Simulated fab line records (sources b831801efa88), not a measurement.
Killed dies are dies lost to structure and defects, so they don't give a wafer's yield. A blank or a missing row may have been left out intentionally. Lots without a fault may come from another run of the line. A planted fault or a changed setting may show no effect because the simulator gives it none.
2 desks, one fault || flow gf180mcu || only its own numbers are on each desk; what lay behind them is given at the end

## FOR THE TOOL OWNER'S DESK: furnace-01
The tool's own readings at GF_DUAL_GATE_OXIDATION_02 (stabilise 600 s, purge 300 s, target thk 10.887 nm): means of the sampled wafers that have a number, for each lot that ran on this tool. Marked OUT: a lot whose mean sits more than 4 standard deviations from the usual mean, which makes it out of limits; the brackets give that distance. It has 8 readings, of which 7 appear: the earliest out of limits, and the ones furthest out on some lot.
Columns: A = spike-tc-bottom-C at GF_DUAL_GATE_OXIDATION_02, usual 917.4 C; B = spike-tc-centre-C at GF_DUAL_GATE_OXIDATION_02, usual 901.1 C; C = spike-tc-lower-C at GF_DUAL_GATE_OXIDATION_02, usual 901.3 C; D = spike-tc-upper-C at GF_DUAL_GATE_OXIDATION_02, usual 899.0 C; E = tube-center-temp-C at GF_DUAL_GATE_OXIDATION_02, usual 900.01 C; F = tube_center_temp_C_max at GF_DUAL_GATE_OXIDATION_02, usual 902.3; G = zone-power-lower-pct at GF_DUAL_GATE_OXIDATION_02, usual 19.2 %
{"lot": "L156", "first seen here": "day 8 04:34", "A": 918.8, "B": 901.6, "C": 901.5, "D": 899.6, "E": 900.07, "F": 902.4, "G": 18.9}
{"lot": "L157", "first seen here": "day 8 10:31", "A": 917.8, "B": 900.9, "C": 901.4, "D": 900.3, "E": 900.02, "F": 902.4, "G": 18.9}
{"lot": "L158", "first seen here": "day 8 18:38", "A": 915.1, "B": 897.8, "C": 898.3, "D": 895.5, "E": "896.96 (-38) OUT", "F": "898.8 (-10) OUT", "G": 18.7}
{"lot": "L160", "first seen here": "day 9 09:31", "A": 915.2, "B": 897.7, "C": "897.4 (-4.5) OUT", "D": 896.1, "E": "896.90 (-38) OUT", "F": "898.9 (-9.6) OUT", "G": 18.9}
{"lot": "L170", "first seen here": "day 12 00:38", "A": 918.1, "B": 901.8, "C": 901.7, "D": 898.3, "E": 900.00, "F": 901.9, "G": 19.0}
{"lot": "L171", "first seen here": "day 12 08:05", "A": 917.7, "B": 900.7, "C": 900.8, "D": 899.7, "E": 899.94, "F": 902.1, "G": 18.9}
{"lot": "L172", "first seen here": "day 12 17:23", "A": 919.3, "B": 900.0, "C": 901.0, "D": 899.6, "E": 899.96, "F": 902.3, "G": 18.9}
{"lot": "L175", "first seen here": "day 13 13:44", "A": 918.0, "B": 901.2, "C": 902.2, "D": 898.9, "E": 899.94, "F": 902.4, "G": 18.8}
{"lot": "L176", "first seen here": "day 14 00:47", "A": 918.7, "B": 901.5, "C": 902.9, "D": 898.9, "E": 900.08, "F": 902.5, "G": 18.8}
{"lot": "L177", "first seen here": "day 14 00:47", "A": 917.7, "B": 900.7, "C": 901.3, "D": 899.3, "E": 899.96, "F": 902.4, "G": 19.0}
This desk's finding: out of limits on L158, L160; first on L158, day 8 18:38 (tube-center-temp-C at GF_DUAL_GATE_OXIDATION_02). L156, L157, L170, L171, L172, L175, L176, L177: within limits.

## FROM THE METROLOGY DESK
What the gauges read for every lot (on any tool): the sampled wafers with a number, averaged. Marked OUT: a lot whose mean sits more than 4 standard deviations from the usual mean, which makes it out of limits; the brackets give that distance.
Columns: A = LVPWELL_TW at GF_LVPWELL_TW_MEAS_11, usual 564; B = DUAL_GATE_OVL at GF_DUAL_GATE_OVL_MEAS_11, usual 0.6 nm; C = POLY_GATE_OVL at GF_POLY_GATE_OVL_MEAS_11, usual -5 nm
{"lot": "L155", "first seen here": "day 4 03:50", "A": 560, "B": -0.3, "C": -6}
{"lot": "L156", "first seen here": "day 4 08:19", "A": 560, "B": -1.6, "C": -9}
{"lot": "L157", "first seen here": "day 4 14:29", "A": 567, "B": -0.9, "C": 2}
{"lot": "L158", "first seen here": "day 4 20:35", "A": 568, "B": 1.4, "C": -2}
{"lot": "L160", "first seen here": "day 5 09:31", "A": 561, "B": 3.1, "C": -13}
{"lot": "L167", "first seen here": "day 6 22:44", "A": 563, "B": 1.6, "C": 1}
{"lot": "L169", "first seen here": "day 7 11:23", "A": 561, "B": -0.2, "C": -1}
{"lot": "L170", "first seen here": "day 7 14:19", "A": 566, "B": 1.6, "C": -9}
{"lot": "L171", "first seen here": "day 7 20:10", "A": 562, "B": -3.0, "C": -5}
{"lot": "L172", "first seen here": "day 8 02:38", "A": 568, "B": -0.9, "C": 1}
{"lot": "L173", "first seen here": "day 8 07:31", "A": 567, "B": 2.1, "C": -7}
{"lot": "L175", "first seen here": "day 8 17:52", "A": 568, "B": 1.6, "C": -9}
{"lot": "L176", "first seen here": "day 9 01:11", "A": 560, "B": 0.7, "C": -6}
{"lot": "L177", "first seen here": "day 9 05:58", "A": 571, "B": 2.7, "C": -4}
Result from this desk: across the 14 lots, nothing is out of limits.

## PUT TOGETHER
An alarm could have come from the tool owner's desk at day 8 18:38, on L158, L160.
Nothing out of limits was seen by the metrology desk.
The metrology desk holds a record of L158, L160, inside its limits.
Every lot named ran GF_DUAL_GATE_OXIDATION_02 on furnace-01.

## WHAT HAD BEEN PUT IN BY THE SIMULATOR
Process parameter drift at GF_DUAL_GATE_OXIDATION_02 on furnace-01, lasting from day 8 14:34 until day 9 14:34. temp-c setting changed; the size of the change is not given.
Lots struck among those shown: L158, L160.
How many hours passed from the start of the fault until each desk's first out-of-limits reading: the tool owner's desk, 4.
